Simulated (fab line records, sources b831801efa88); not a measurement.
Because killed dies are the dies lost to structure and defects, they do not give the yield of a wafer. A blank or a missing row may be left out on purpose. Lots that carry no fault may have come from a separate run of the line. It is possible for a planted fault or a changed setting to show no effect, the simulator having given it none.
A single fault, viewed from 2 desks -- flow gf180mcu -- numbers are kept per desk, each desk with only its own; the story behind them comes last

METROLOGY DESK
What the gauges read, lot by lot, whatever tool the lot ran on: means of the sampled wafers that have a number. Marked OUT: a lot whose mean sits more than 4 standard deviations from the usual mean, which makes it out of limits; the brackets give that distance.
Columns: A = HV_LDD_02_OVL at GF_HV_LDD_OVL_MEAS_32, usual 1.0 nm; B = HV_LDD_4_TW at GF_HV_LDD_TW_MEAS_50, usual 569
lot,first seen here,A,B
L602,day 12 05:33,0.8,566
L604,day 12 19:50,1.3,570
L606,day 13 17:24,-0.7,570
L607,day 14 02:56,1.4,570
L609,day 14 07:30,-0.0,569
L608,day 14 09:23,1.5,571
L614,day 16 01:38,2.1,560
L616,day 16 15:38,1.8,558
L617,day 17 01:23,2.1,567
L618,day 17 10:53,2.1,565
L622,day 18 15:46,0.5,572
L623,day 18 23:53,0.6,569
This desk found nothing out of limits on any of the 12 lots.

AT THE TOOL OWNER'S DESK: implanter-03
The tool's own readings at GF_HV_LDD_IMPLANT_48, given as means over the sampled wafers that have a number, one for each lot that went through this tool. Marked OUT: a lot whose mean sits more than 4 standard deviations from the usual mean, which makes it out of limits; the brackets give that distance.
Columns: A = doseIonsCm2 at GF_HV_LDD_IMPLANT_48, usual 2.9997e+13
lot,first seen here,A
L604,day 13 16:10,3.0000e+13
L607,day 15 00:28,3.0045e+13
L614,day 16 23:56,2.9988e+13
L616,day 17 15:38,2.9972e+13
This desk found nothing out of limits on any of the 4 lots.

BROUGHT TOGETHER
At the metrology desk, nothing out of limits was observed.
The desk of the tool owner found nothing out of limits.

WHAT THE SIMULATOR HAD PUT IN
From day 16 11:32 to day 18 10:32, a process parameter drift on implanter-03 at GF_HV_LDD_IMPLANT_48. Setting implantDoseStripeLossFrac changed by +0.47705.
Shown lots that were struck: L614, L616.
